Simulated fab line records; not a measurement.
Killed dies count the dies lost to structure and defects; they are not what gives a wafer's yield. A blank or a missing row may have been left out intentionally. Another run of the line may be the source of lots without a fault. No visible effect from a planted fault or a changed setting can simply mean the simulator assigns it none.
fab line records    flow gf180mcu
record lots=24  wafers=72  lastDay=34
route steps=602 shown V2@398 M4@471 MIM@510 V5@545
lots untouched by any fault: they come from a run of this same line in which no faults occurred
startH: start of the lot's first displayed wafer, in hours after the record's first day    waitH: time in hours since the lot's previous step    " unchanged from the row above    L1.1+2: one row covering several wafers at once    - no value, or no start given    * or withheld: withheld    < > ~ a bound
route shown NAME@n: NAME is a module with steps in the file, n the number in the route of the first one    usual: average and standard deviation across the fault-free wafers    same: alike in all rows    chamber/n: place in a boat    sites: per-site readings    _std_site: the values' standard deviation    _edge_site: the outer-site mean with the inner-site mean subtracted    radiusMm: how far each site lies from the wafer's centre    mask NAME#n: copy n    behind: the last tool/chamber to shape the wafer    hold: why the lot went on hold/how many hours it stayed there/how the hold came to an end    device: whichever transistor did not switch (one of n, p or np)    end of line: tests of these same wafers at the route's end    where a step has no rows: the recipe by itself    killed: dies that structure and defects cost at the first sort, which is not the same as the wafer's yield    map: a wafer's dies, marking killed ones x, the rest . and places with no die _
set.NAME: the setting as run; set.NAME@STEP: as run at that earlier step    model.NAME: the simulator's own value behind a step, which no gauge read
one table for each step of the route and one row for each wafer, over a sample of lots
services: the hour from which a tool's chamber was out of use, counted from the record's first day as startH (under 0 if before that day), plus the number of hours and why
## steps
# step GF_V2_ETCH_16
# recipe chemistry=N2/H2  targetDepthA=withheld  overetchA=withheld  timeS=withheld  target=BARC  ionEnergyEv=200  sourceW=500  biasW=100  pressureMtorr=30  n2FlowSccm=100  h2FlowSccm=200
# usual chamberPressureMTorr=29.998/0.029  drypumpMotorCurrentA=5.95/0.3  oesProductAu=0.855/0.0052  rfFwdPowerW=496.0/2  throttleValvePct=13.224/0.009
lot.wafer  tool        chamber  startH  waitH  chamberPressureMTorr  drypumpMotorCurrentA  oesProductAu  rfFwdPowerW  throttleValvePct
L074.2     rieDiel-04  1        465.43  0.0    30.033                6.51                  0.854         497.3        13.232
L074.5     "           2        "       "      30.018                5.56                  0.853         498.1        13.231
L074.6     "           1        "       "      29.996                6.51                  0.858         496.0        13.233
L075.3     rieDiel-02  3        486.48  0.0    30.023                5.97                  0.854         498.5        13.224
L075.4     "           1        "       "      29.993                5.92                  0.852         495.8        13.232
L075.6     "           0        "       "      30.005                6.03                  0.852         496.3        13.239
L076.1     rieDiel-01  0        487.61  0.0    29.972                6.24                  0.850         496.0        13.218
L076.3     "           3        "       "      30.004                6.37                  0.837         499.2        13.224
L076.6     "           0        "       "      29.976                6.25                  0.864         493.4        13.219
L077.1     rieDiel-04  3        492.61  0.0    29.984                5.78                  0.858         491.8        13.224
L077.2     "           1        "       "      29.997                6.54                  0.857         498.8        13.229
L077.3     "           2        "       "      30.041                5.56                  0.863         498.2        13.234
L078.1     rieDiel-01  0        508.62  0.0    29.941                6.26                  0.860         497.7        13.208
L078.2     "           2        "       "      30.018                6.16                  0.854         498.5        13.231
L078.3     "           3        "       "      29.952                6.42                  0.856         496.6        13.235
L079.1     rieDiel-02  0        519.67  0.0    30.034                6.08                  0.853         497.0        13.211
L079.2     "           2        "       "      30.062                5.59                  0.862         496.5        13.222
L079.3     "           3        "       "      30.019                5.95                  0.852         497.0        13.221
L081.2     rieDiel-04  1        530.52  0.0    30.049                6.52                  0.851         494.9        13.229
L081.3     "           3        "       "      30.046                5.75                  0.849         493.9        13.229
L081.4     "           2        "       "      30.026                5.55                  0.852         495.7        13.239
L080.3     rieDiel-02  0        531.62  0.0    30.035                6.05                  0.856         497.1        13.202
L080.4     "           2        "       "      30.009                5.58                  0.847         494.5        13.214
L080.6     "           2        "       "      29.960                5.57                  0.849         494.0        13.219
L082.1     rieDiel-02  0        539.48  0.0    30.021                6.01                  0.860         493.8        13.220
L082.3     "           1        "       "      30.044                5.93                  0.851         495.1        13.225
L082.4     "           2        "       "      30.007                5.63                  0.859         494.2        13.227
L083.2     rieDiel-02  2        547.27  0.0    30.002                5.62                  0.863         492.5        13.224
L083.3     "           3        "       "      29.979                5.98                  0.849         496.9        13.220
L083.5     "           3        "       "      29.991                5.98                  0.853         495.9        13.229
L084.1     rieDiel-02  2        553.66  0.0    29.971                5.59                  0.851         491.5        13.230
L084.2     "           3        "       "      30.007                5.96                  0.857         494.7        13.236
L084.3     "           1        "       "      29.997                5.95                  0.861         498.7        13.233
L085.3     rieDiel-02  2        558.72  0.0    30.033                5.61                  0.865         493.7        13.236
L085.4     "           1        "       "      30.013                5.91                  0.850         494.9        13.228
L085.6     "           1        "       "      29.946                5.91                  0.855         494.9        13.201
L086.1     rieDiel-02  1        566.77  0.0    29.983                5.91                  0.851         498.2        13.220
L086.4     "           2        "       "      29.991                5.61                  0.855         495.3        13.224
L086.5     "           1        "       "      29.960                5.93                  0.860         499.1        13.218
L087.3     rieDiel-02  1        572.82  0.0    30.000                5.92                  0.856         496.7        13.213
L087.4     "           2        "       "      29.946                5.60                  0.859         494.0        13.220
L087.6     "           2        "       "      30.014                5.60                  0.856         493.5        13.225
L088.3     rieDiel-04  1        584.71  0.0    30.014                6.51                  0.849         496.9        13.223
L088.5     "           1        "       "      29.977                6.54                  0.864         496.7        13.244
L088.6     "           2        "       "      30.009                5.58                  0.853         496.9        13.226
L089.1     rieDiel-01  2        588.77  0.0    30.015                6.17                  0.856         493.0        13.221
L089.2     "           3        "       "      30.078                6.38                  0.858         500.4        13.232
L089.4     "           0        "       "      29.954                6.22                  0.864         497.1        13.236
L090.1     rieDiel-01  2        598.02  0.0    30.017                6.17                  0.870         495.9        13.234
L090.3     "           1        "       "      30.001                6.15                  0.856         494.6        13.224
L090.4     "           3        "       "      30.011                6.37                  0.858         500.7        13.220
L091.1     rieDiel-04  0        606.66  0.0    29.998                5.63                  0.851         497.3        13.216
L091.3     "           1        "       "      29.992                6.53                  0.847         497.5        13.207
L091.6     "           3        "       "      30.028                5.82                  0.858         495.2        13.228
L092.3     rieDiel-04  1        609.76  0.0    30.029                6.51                  0.854         497.8        13.216
L092.5     "           1        "       "      29.980                6.53                  0.852         495.9        13.217
L092.6     "           0        "       "      30.038                5.60                  0.853         495.5        13.222
L093.1     rieDiel-01  1        614.61  0.0    30.012                6.14                  0.853         493.5        13.215
L093.5     "           2        "       "      30.007                6.20                  0.860         495.0        13.218
L093.6     "           3        "       "      29.946                6.36                  0.860         496.2        13.216
L094.1     rieDiel-02  0        623.87  0.0    29.942                6.03                  0.856         498.1        13.225
L094.3     "           2        "       "      29.980                5.61                  0.850         494.2        13.213
L094.4     "           3        "       "      29.976                5.97                  0.859         496.4        13.214
L095.1     rieDiel-04  2        633.62  0.0    30.029                5.57                  0.852         496.9        13.220
L095.3     "           1        "       "      29.957                6.54                  0.854         497.5        13.223
L095.5     "           1        "       "      30.029                6.52                  0.857         498.2        13.233
L096.1     rieDiel-02  3        636.37  0.0    30.013                5.97                  0.863         495.4        13.213
L096.2     "           2        "       "      29.990                5.60                  0.859         493.9        13.224
L096.4     "           1        "       "      29.962                5.92                  0.852         498.1        13.221
L097.3     rieDiel-04  3        640.92  0.0    29.993                5.82                  0.854         495.1        13.237
L097.5     "           3        "       "      29.969                5.80                  0.855         496.5        13.230
L097.6     "           2        "       "      29.917                5.56                  0.858         498.6        13.231
# step GF_V2_SPUTTER_21
# recipe material=Ti  targetThkNm=15  chamberPressurePa=5  powerW=2500  substrateTempC=200  timeS=80.02
# usual throttleValvePct=30.0/0.99
lot.wafer  tool           chamber  startH  waitH  throttleValvePct
L074.2     pvdSputter-02  -        466.09  0.0    30.4
L074.5     "              -        "       "      30.5
L074.6     "              -        "       "      29.3
L075.3     pvdSputter-03  -        487.15  0.0    29.1
L075.4     "              -        "       "      30.9
L075.6     "              -        "       "      29.4
L076.1     pvdSputter-04  -        488.28  0.0    31.0
L076.3     "              -        "       "      29.7
L076.6     "              -        "       "      31.3
L077.1     pvdSputter-04  -        493.33  0.0    32.2
L077.2     "              -        "       "      29.1
L077.3     "              -        "       "      31.2
L078.1     pvdSputter-02  -        509.30  0.0    29.4
L078.2     "              -        "       "      29.9
L078.3     "              -        "       "      29.6
L079.1     pvdSputter-02  -        520.35  0.0    29.0
L079.2     "              -        "       "      30.2
L079.3     "              -        "       "      29.3
L081.2     pvdSputter-02  -        531.28  0.0    29.2
L081.3     "              -        "       "      29.7
L081.4     "              -        "       "      29.1
L080.3     pvdSputter-04  -        532.29  0.0    29.3
L080.4     "              -        "       "      32.1
L080.6     "              -        "       "      29.7
L082.1     pvdSputter-02  -        540.14  0.0    30.3
L082.3     "              -        "       "      28.9
L082.4     "              -        "       "      29.4
L083.2     pvdSputter-03  -        547.94  0.0    29.1
L083.3     "              -        "       "      29.0
L083.5     "              -        "       "      28.9
L084.1     pvdSputter-03  -        554.32  0.0    28.9
L084.2     "              -        "       "      28.6
L084.3     "              -        "       "      29.5
L085.3     pvdSputter-04  -        559.39  0.0    32.1
L085.4     "              -        "       "      29.9
L085.6     "              -        "       "      31.1
L086.1     pvdSputter-02  -        567.44  0.0    29.1
L086.4     "              -        "       "      29.2
L086.5     "              -        "       "      30.1
L087.3     pvdSputter-04  -        573.49  0.0    32.0
L087.4     "              -        "       "      29.0
L087.6     "              -        "       "      29.9
L088.3     pvdSputter-02  -        585.43  0.0    29.1
L088.5     "              -        "       "      29.4
L088.6     "              -        "       "      30.0
L089.1     pvdSputter-02  -        589.44  0.0    30.7
L089.2     "              -        "       "      29.0
L089.4     "              -        "       "      29.9
L090.1     pvdSputter-04  -        598.69  0.0    29.7
L090.3     "              -        "       "      31.9
L090.4     "              -        "       "      29.3
L091.1     pvdSputter-03  -        607.32  0.0    30.7
L091.3     "              -        "       "      28.9
L091.6     "              -        "       "      29.0
L092.3     pvdSputter-04  -        610.45  0.0    32.2
L092.5     "              -        "       "      29.9
L092.6     "              -        "       "      29.2
L093.1     pvdSputter-02  -        615.28  0.0    30.2
L093.5     "              -        "       "      29.3
L093.6     "              -        "       "      29.8
L094.1     pvdSputter-03  -        624.54  0.0    29.2
L094.3     "              -        "       "      29.3
L094.4     "              -        "       "      30.9
L095.1     pvdSputter-04  -        634.32  0.0    31.1
L095.3     "              -        "       "      29.9
L095.5     "              -        "       "      29.6
L096.1     pvdSputter-04  -        637.04  0.0    29.1
L096.2     "              -        "       "      31.2
L096.4     "              -        "       "      32.2
L097.3     pvdSputter-04  -        641.59  0.0    31.1
L097.5     "              -        "       "      29.7
L097.6     "              -        "       "      32.2
# step GF_M4_OVL_MEAS_15
# usual M4_OVL=-1/4.9
lot.wafer  tool        chamber  startH  waitH  M4_OVL[nm]
L074.2     overlay-02  -        540.29  0.1    0
L074.5     "           -        "       "      7
L074.6     "           -        "       "      4
L075.3     overlay-02  -        559.20  0.1    -3
L075.4     "           -        "       "      -8
L075.6     "           -        "       "      -7
L076.1     overlay-02  -        561.19  0.1    -2
L076.3     "           -        "       "      -4
L076.6     "           -        "       "      4
L077.1     overlay-01  -        565.14  0.1    8
L077.2     "           -        "       "      3
L077.3     "           -        "       "      7
L078.1     overlay-02  -        581.64  0.1    1
L078.2     "           -        "       "      3
L078.3     "           -        "       "      -4
L079.1     overlay-02  -        590.67  0.1    1
L079.2     "           -        "       "      7
L079.3     "           -        "       "      3
L081.2     overlay-01  -        599.63  0.1    -3
L081.3     "           -        "       "      -2
L081.4     "           -        "       "      -4
L080.3     overlay-02  -        601.05  0.1    -1
L080.4     "           -        "       "      -2
L080.6     "           -        "       "      2
L082.1     overlay-02  -        607.84  0.1    0
L082.3     "           -        "       "      5
L082.4     "           -        "       "      7
L083.2     overlay-02  -        615.04  0.1    -2
L083.3     "           -        "       "      -8
L083.5     "           -        "       "      -4
L084.1     overlay-01  -        621.34  0.1    0
L084.2     "           -        "       "      2
L084.3     "           -        "       "      1
L085.3     overlay-02  -        626.05  0.1    -6
L085.4     "           -        "       "      -7
L085.6     "           -        "       "      -10
L086.1     overlay-01  -        634.62  0.1    -5
L086.4     "           -        "       "      0
L086.5     "           -        "       "      -11
L087.3     overlay-01  -        639.48  0.1    1
L087.4     "           -        "       "      -5
L087.6     "           -        "       "      -3
L088.3     overlay-02  -        651.55  0.1    2
L088.5     "           -        "       "      1
L088.6     "           -        "       "      4
L089.1     overlay-01  -        653.92  0.1    5
L089.2     "           -        "       "      -1
L089.4     "           -        "       "      2
L090.1     overlay-02  -        663.33  0.1    2
L090.3     "           -        "       "      2
L090.4     "           -        "       "      9
L091.1     overlay-02  -        671.83  0.1    -8
L091.3     "           -        "       "      3
L091.6     "           -        "       "      -4
L092.3     overlay-01  -        673.88  0.1    -1
L092.5     "           -        "       "      -10
L092.6     "           -        "       "      -2
L093.1     overlay-02  -        679.79  0.1    -3
L093.5     "           -        "       "      2
L093.6     "           -        "       "      -5
L094.1     overlay-02  -        688.87  0.1    -2
L094.3     "           -        "       "      -2
L094.4     "           -        "       "      -2
L095.1     overlay-01  -        695.64  0.1    -8
L095.3     "           -        "       "      1
L095.5     "           -        "       "      -3
L096.1     overlay-02  -        698.88  0.1    -9
L096.2     "           -        "       "      1
L096.4     "           -        "       "      -7
L097.3     overlay-02  -        703.35  0.1    0
L097.5     "           -        "       "      -7
L097.6     "           -        "       "      2
# step GF_MIM_SPUTTER_07
# recipe material=TiN  targetThkNm=60  powerW=6500  timeS=50  chamberPressurePa=0.4
# usual throttleValvePct=29.7/0.9
lot.wafer  tool           chamber  startH  waitH  throttleValvePct
L074.2     pvdSputter-02  -        565.17  0.0    29.5
L074.5     "              -        "       "      29.3
L074.6     "              -        "       "      30.0
L075.3     pvdSputter-03  -        584.08  0.0    29.0
L075.4     "              -        "       "      29.4
L075.6     "              -        "       "      28.9
L076.1     pvdSputter-03  -        585.99  0.1    29.4
L076.3     "              -        "       "      29.0
L076.6     "              -        "       "      29.0
L077.1     pvdSputter-03  -        589.46  0.1    29.1
L077.2     "              -        "       "      30.9
L077.3     "              -        "       "      28.8
L078.1     pvdSputter-02  -        605.55  0.1    30.5
L078.2     "              -        "       "      29.1
L078.3     "              -        "       "      29.9
L079.1     pvdSputter-03  -        614.76  0.1    29.0
L079.2     "              -        "       "      30.7
L079.3     "              -        "       "      29.0
L081.2     pvdSputter-03  -        623.49  0.0    30.8
L081.3     "              -        "       "      28.6
L081.4     "              -        "       "      28.8
L080.3     pvdSputter-02  -        624.59  0.0    29.9
L080.4     "              -        "       "      29.1
L080.6     "              -        "       "      30.2
L082.1     pvdSputter-01  -        631.91  0.1    32.4
L082.3     "              -        "       "      30.0
L082.4     "              -        "       "      30.0
L083.2     pvdSputter-03  -        638.74  0.0    29.0
L083.3     "              -        "       "      30.8
L083.5     "              -        "       "      29.4
L084.1     pvdSputter-03  -        644.68  0.1    28.8
L084.2     "              -        "       "      28.9
L084.3     "              -        "       "      29.5
L085.3     pvdSputter-01  -        648.84  0.0    32.0
L085.4     "              -        "       "      32.0
L085.6     "              -        "       "      29.8
L086.1     pvdSputter-03  -        658.07  0.1    30.9
L086.4     "              -        "       "      29.0
L086.5     "              -        "       "      28.9
L087.3     pvdSputter-01  -        662.03  0.0    32.0
L087.4     "              -        "       "      30.2
L087.6     "              -        "       "      29.8
L088.3     pvdSputter-01  -        673.59  0.0    32.2
L088.5     "              -        "       "      31.9
L088.6     "              -        "       "      30.1
L089.1     pvdSputter-02  -        677.13  0.1    30.3
L089.2     "              -        "       "      28.8
L089.4     "              -        "       "      30.0
L090.1     pvdSputter-01  -        687.12  0.1    29.3
L090.3     "              -        "       "      29.9
L090.4     "              -        "       "      30.1
L091.1     pvdSputter-03  -        695.88  0.1    29.5
L091.3     "              -        "       "      28.8
L091.6     "              -        "       "      29.3
L092.3     pvdSputter-03  -        696.58  0.0    28.6
L092.5     "              -        "       "      28.9
L092.6     "              -        "       "      28.8
L093.1     pvdSputter-01  -        702.07  0.1    30.0
L093.5     "              -        "       "      32.0
L093.6     "              -        "       "      29.8
L094.1     pvdSputter-02  -        710.80  0.1    30.4
L094.3     "              -        "       "      29.1
L094.4     "              -        "       "      30.0
L095.1     pvdSputter-02  -        716.57  0.1    29.6
L095.3     "              -        "       "      29.2
L095.5     "              -        "       "      30.2
L096.1     pvdSputter-02  -        720.40  0.1    29.0
L096.2     "              -        "       "      30.2
L096.4     "              -        "       "      29.4
L097.3     pvdSputter-01  -        724.62  0.0    31.9
L097.5     "              -        "       "      30.1
L097.6     "              -        "       "      29.2
# step GF_V5_BOW_MEAS_05
# recipe mode=bow
# usual V5_BOW=133/12
lot.wafer  tool          chamber  startH  waitH  V5_BOW[um]
L074.2     filmMetro-04  -        608.90  0.2    151
L074.5     "             -        "       "      148
L074.6     "             -        "       "      147
L075.3     filmMetro-03  -        628.20  0.3    127
L075.4     "             -        "       "      147
L075.6     "             -        "       "      132
L076.1     filmMetro-01  -        629.85  0.2    142
L076.3     "             -        "       "      133
L076.6     "             -        "       "      134
L077.1     filmMetro-04  -        632.11  0.2    117
L077.2     "             -        "       "      117
L077.3     "             -        "       "      126
L078.1     filmMetro-04  -        647.66  0.2    118
L078.2     "             -        "       "      132
L078.3     "             -        "       "      128
L079.1     filmMetro-03  -        656.74  0.2    144
L079.2     "             -        "       "      126
L079.3     "             -        "       "      143
L081.2     filmMetro-04  -        664.83  0.3    117
L081.3     "             -        "       "      127
L081.4     "             -        "       "      124
L080.3     filmMetro-04  -        666.40  0.3    128
L080.4     "             -        "       "      125
L080.6     "             -        "       "      121
L082.1     filmMetro-01  -        672.25  0.2    133
L082.3     "             -        "       "      127
L082.4     "             -        "       "      143
L083.2     filmMetro-03  -        679.17  0.3    113
L083.3     "             -        "       "      130
L083.5     "             -        "       "      122
L084.1     filmMetro-03  -        685.39  0.1    132
L084.2     "             -        "       "      145
L084.3     "             -        "       "      125
L085.3     filmMetro-01  -        688.92  0.3    136
L085.4     "             -        "       "      140
L085.6     "             -        "       "      152
L086.1     filmMetro-04  -        697.62  0.2    131
L086.4     "             -        "       "      123
L086.5     "             -        "       "      134
L087.3     filmMetro-03  -        702.40  0.2    145
L087.4     "             -        "       "      162
L087.6     "             -        "       "      145
L088.3     filmMetro-03  -        712.00  0.2    125
L088.5     "             -        "       "      143
L088.6     "             -        "       "      135
L089.1     filmMetro-03  -        714.81  0.1    137
L089.2     "             -        "       "      131
L089.4     "             -        "       "      134
L090.1     filmMetro-04  -        725.24  0.2    153
L090.3     "             -        "       "      156
L090.4     "             -        "       "      139
L091.1     filmMetro-03  -        732.68  0.2    116
L091.3     "             -        "       "      116
L091.6     "             -        "       "      110
L092.3     filmMetro-03  -        733.84  0.2    131
L092.5     "             -        "       "      121
L092.6     "             -        "       "      120
L093.1     filmMetro-03  -        738.55  0.1    129
L093.5     "             -        "       "      110
L093.6     "             -        "       "      122
L094.1     filmMetro-01  -        748.88  0.1    130
L094.3     "             -        "       "      140
L094.4     "             -        "       "      127
L095.1     filmMetro-03  -        754.02  0.2    148
L095.3     "             -        "       "      149
L095.5     "             -        "       "      143
L096.1     filmMetro-01  -        756.07  0.2    137
L096.2     "             -        "       "      136
L096.4     "             -        "       "      130
L097.3     filmMetro-03  -        761.29  0.2    155
L097.5     "             -        "       "      151
L097.6     "             -        "       "      143
# step GF_V5_CMP_26
# recipe stopOn=SiO2  downForcePsi=3.5  platenRpm=60  tOverpolishS=15  targetThkNm=0  padVelocityMS=0.94248
# usual motorCurrentA=11.3/1.2  overpolishRunS=15.000/0.0094  slurryFlowMlMin=150.1/0.44  timeToEndpointS=86/3.3
lot.wafer  tool    chamber  startH  waitH  motorCurrentA  overpolishRunS  slurryFlowMlMin  timeToEndpointS
L074.2     cmp-02  2        631.20  0.0    11.9           15.009          149.3            87
L074.6     "       2        "       "      11.8           15.006          149.5            87
L074.5     "       3        "       "      12.7           15.020          149.5            87
L075.3     cmp-02  0        649.38  0.1    11.1           15.002          149.9            79
L075.4     "       1        "       "      10.6           15.001          149.1            87
L075.6     "       0        "       "      10.6           15.002          149.8            82
L076.3     cmp-02  3        651.54  0.1    12.9           15.004          150.0            86
L076.1     "       1        "       "      10.1           14.996          149.8            91
L076.6     "       3        "       "      12.7           15.005          149.9            86
L077.3     cmp-02  3        653.85  0.0    13.3           15.000          149.6            88
L077.2     "       1        "       "      10.2           14.995          150.1            86
L077.1     "       2        "       "      12.4           14.982          150.1            92
L078.3     cmp-01  0        668.16  0.0    10.0           15.011          150.6            85
L078.2     "       1        "       "      9.9            15.002          149.9            82
L078.1     "       2        "       "      12.4           15.006          150.0            84
L079.3     cmp-02  3        677.43  0.0    13.2           15.007          149.9            83
L079.2     "       1        "       "      9.9            15.013          149.5            89
L079.1     "       2        "       "      12.0           14.994          149.8            88
L081.3     cmp-02  2        685.88  0.0    11.7           14.998          150.6            90
L081.4     "       3        "       "      13.3           14.998          149.4            85
L081.2     "       0        "       "      11.0           15.006          150.1            85
L080.3     cmp-02  1        686.78  0.1    10.6           15.006          150.1            87
L080.4     "       3        "       "      13.2           14.993          150.4            85
L080.6     "       2        "       "      11.7           14.989          150.1            87
L082.3     cmp-02  3        692.88  0.0    13.0           15.002          150.6            85
L082.4     "       0        "       "      10.4           15.007          150.1            85
L082.1     "       2        "       "      11.7           14.989          149.4            88
L083.3     cmp-02  1        698.84  0.1    10.4           14.986          150.6            94
L083.2     "       2        "       "      12.0           15.006          149.9            95
L083.5     "       0        "       "      10.8           15.004          150.7            87
L084.1     cmp-02  3        705.41  0.4    13.1           14.982          150.0            87
L084.3     "       0        "       "      11.4           15.015          149.7            89
L084.2     "       2        "       "      11.7           15.004          150.1            88
L085.3     cmp-02  0        709.49  0.1    10.6           15.004          150.2            82
L085.4     "       2        "       "      12.1           15.009          149.9            82
L085.6     "       0        "       "      10.8           14.984          149.9            78
L086.1     cmp-02  1        717.52  0.2    9.9            14.991          150.4            92
L086.4     "       2        "       "      12.2           15.000          149.1            90
L086.5     "       2        "       "      11.7           15.006          150.9            91
L087.3     cmp-01  0        722.14  0.1    10.3           14.989          150.8            88
L087.4     "       1        "       "      9.9            14.989          150.1            88
L087.6     "       0        "       "      10.4           14.991          149.9            88
L088.3     cmp-01  0        731.51  0.1    10.2           14.991          150.5            86
L088.6     "       3        "       "      9.5            14.990          150.1            83
L088.5     "       0        "       "      10.0           15.024          149.8            87
L089.2     cmp-02  0        733.40  0.0    10.6           14.982          149.3            81
L089.4     "       1        "       "      10.7           15.010          149.0            88
L089.1     "       3        "       "      13.6           15.006          149.4            83
L090.4     cmp-02  1        744.60  0.0    10.3           14.987          150.2            82
L090.3     "       3        "       "      13.4           14.990          149.9            81
L090.1     "       0        "       "      10.4           15.003          150.4            85
L091.3     cmp-01  3        750.60  0.1    9.7            15.002          150.1            90
L091.1     "       0        "       "      10.3           15.026          149.9            89
L091.6     "       1        "       "      9.0            15.006          149.7            88
L092.3     cmp-02  2        752.43  0.2    12.1           14.992          150.3            88
L092.5     "       3        "       "      12.6           15.005          150.8            83
L092.6     "       0        "       "      10.5           14.996          149.9            79
L093.1     cmp-01  2        756.41  0.2    12.0           15.010          149.7            80
L093.6     "       3        "       "      9.6            15.010          150.9            85
L093.5     "       0        "       "      10.5           14.989          149.5            87
L094.3     cmp-02  3        766.92  0.1    13.3           14.982          150.1            87
L094.1     "       0        "       "      10.2           14.982          149.6            85
L094.4     "       1        "       "      10.8           15.004          149.9            90
L095.1     cmp-02  0        771.12  0.1    10.4           14.984          150.2            80
L095.3     "       3        "       "      13.2           15.013          150.4            85
L095.5     "       1        "       "      10.2           15.002          149.9            88
L096.1     cmp-02  3        774.33  0.1    13.0           14.999          149.7            90
L096.4     "       1        "       "      10.7           14.992          150.3            93
L096.2     "       2        "       "      12.6           14.997          150.0            90
L097.3     cmp-01  3        778.83  0.0    9.1            14.996          150.9            84
L097.5     "       3        "       "      9.1            14.986          150.2            86
L097.6     "       0        "       "      10.4           14.997          150.8            86
## services
tool           chamber  startH  hours  kind
rieDiel-02     1        450.88  12.3   repair
cmp-02         -        456.91  15.7   pm
pvdSputter-03  -        506.28  1.1    repair
rieDiel-02     1        508.66  14.4   repair
rieDiel-04     2        509.99  8.1    repair
pvdSputter-02  -        511.00  6.4    repair
rieDiel-04     3        535.66  4.5    repair
pvdSputter-01  -        551.52  5.4    repair
cmp-02         -        557.79  0.7    repair
cmp-02         -        572.03  4.0    pm
cmp-02         -        586.37  3.0    repair
cmp-02         -        590.29  2.0    repair
pvdSputter-03  -        591.05  4.6    repair
pvdSputter-01  -        608.64  2.7    repair
cmp-02         -        618.24  0.7    repair
cmp-02         -        630.40  0.6    repair
cmp-02         -        662.68  7.5    pm
cmp-02         -        693.27  1.7    repair
rieDiel-02     1        699.74  11.0   repair
pvdSputter-03  -        703.23  7.4    repair
cmp-02         -        721.47  3.9    repair
pvdSputter-04  -        729.14  1.9    repair
rieDiel-02     -        749.47  14.6   pm
cmp-02         -        778.80  0.2    repair
## key
fault none
